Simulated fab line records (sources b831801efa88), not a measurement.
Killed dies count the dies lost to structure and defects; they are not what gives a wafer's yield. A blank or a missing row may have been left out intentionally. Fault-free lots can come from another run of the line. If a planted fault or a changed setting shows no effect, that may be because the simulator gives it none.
8D (eight disciplines) problem report, filled in by code -- flow gf180mcu -- the parts of the form that need people (team, actions taken, sign-off) are left out

## 1. WHAT IS WRONG
Across 6 wafers from 2 lots, POLY_GATE_CVD_00_THK at GF_POLY_GATE_THK_MEAS_01 averages 214.7 nm, while fault-free wafers read 199.9 nm with a standard deviation of 2.1. That puts it +7.1 standard deviations away from the usual mean.
The first sign was on wafer L112.2 at day 10 21:52, on film-metro-02. The record holds 36 wafers of 12 lots with a number at this step. Rule for "out" (also "out of limits"): further than 4 standard deviations from the usual mean. The other wafers with a number count as sound.

## 2. WHAT IT IS; WHAT IT IS NOT
question,is,is not
which readings at this step,POLY_GATE_CVD_00_THK,-
which lots,"L112, L113","L105, L107, L109, L116, L118, L120, L121, L125, L126, L127"
which wafers of those lots,all that have a number,-
read on which gauges,film-metro-02,"film-metro-03, film-metro-04"
when,from day 10 21:52,"up to then (9 sound wafers); but 21 sound wafers of L116, L118, L120, L121, L125, L126, L127 came after"

## 3. WHAT RULES OUT EACH SUSPECT
Counting: a tool at any process step up to the reading remains a suspect when it ran all the lots that are out and ran no sound lot after the first of those.
- the gauge at GF_POLY_GATE_THK_MEAS_01: kept. All the wafers that are out were read on film-metro-02, and no step on other tools shows them out.
- lpcvd-01 at GF_POLY_GATE_CVD_00 (deposits poly-Si, target thk 200 nm, time 1200 s): ruled out as a lasting fault. Following L112 (day 10 20:32), the first lot on it that is out, the sound lots L127 were run on it.
Left after counting: film-metro-02 at GF_POLY_GATE_THK_MEAS_01.

## 4. THE CAUSE (what the simulator had put in)
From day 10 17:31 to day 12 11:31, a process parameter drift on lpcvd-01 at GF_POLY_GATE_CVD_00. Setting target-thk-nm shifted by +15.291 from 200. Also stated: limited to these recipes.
Counting ruled it out, wrongly: the rule takes a fault to strike every lot that its tool runs from its start on, and this one did not.

## 5. THE EFFECT CHAIN, in route order
Each row: a reading where the mean over the struck wafers with a number is more than 3 standard deviations away from the usual. Scope: only readings with a usual standard deviation given in the record; hours: median across lots of the time from each lot's start at the first step in this table that gives one to its start at this step; sigmas: change in usual standard deviations.
hours,step,reading,usual,on struck wafers,change,sigmas
0,GF_POLY_GATE_THK_MEAS_01,POLY_GATE_CVD_00_THK,199.9 nm,214.7,+14.8,+7.1

## 6. WHAT WOULD HAVE CAUGHT IT SOONER
Counted from the fault's start at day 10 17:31, it took 4 hours until the first out-of-limits reading at a measuring or inspecting step in this record, taken at day 10 21:52.
No tool reading at GF_POLY_GATE_CVD_00 that has a usual standard deviation in the record was out on any struck wafer, so an alarm limit of 4 standard deviations on those readings would not have fired.
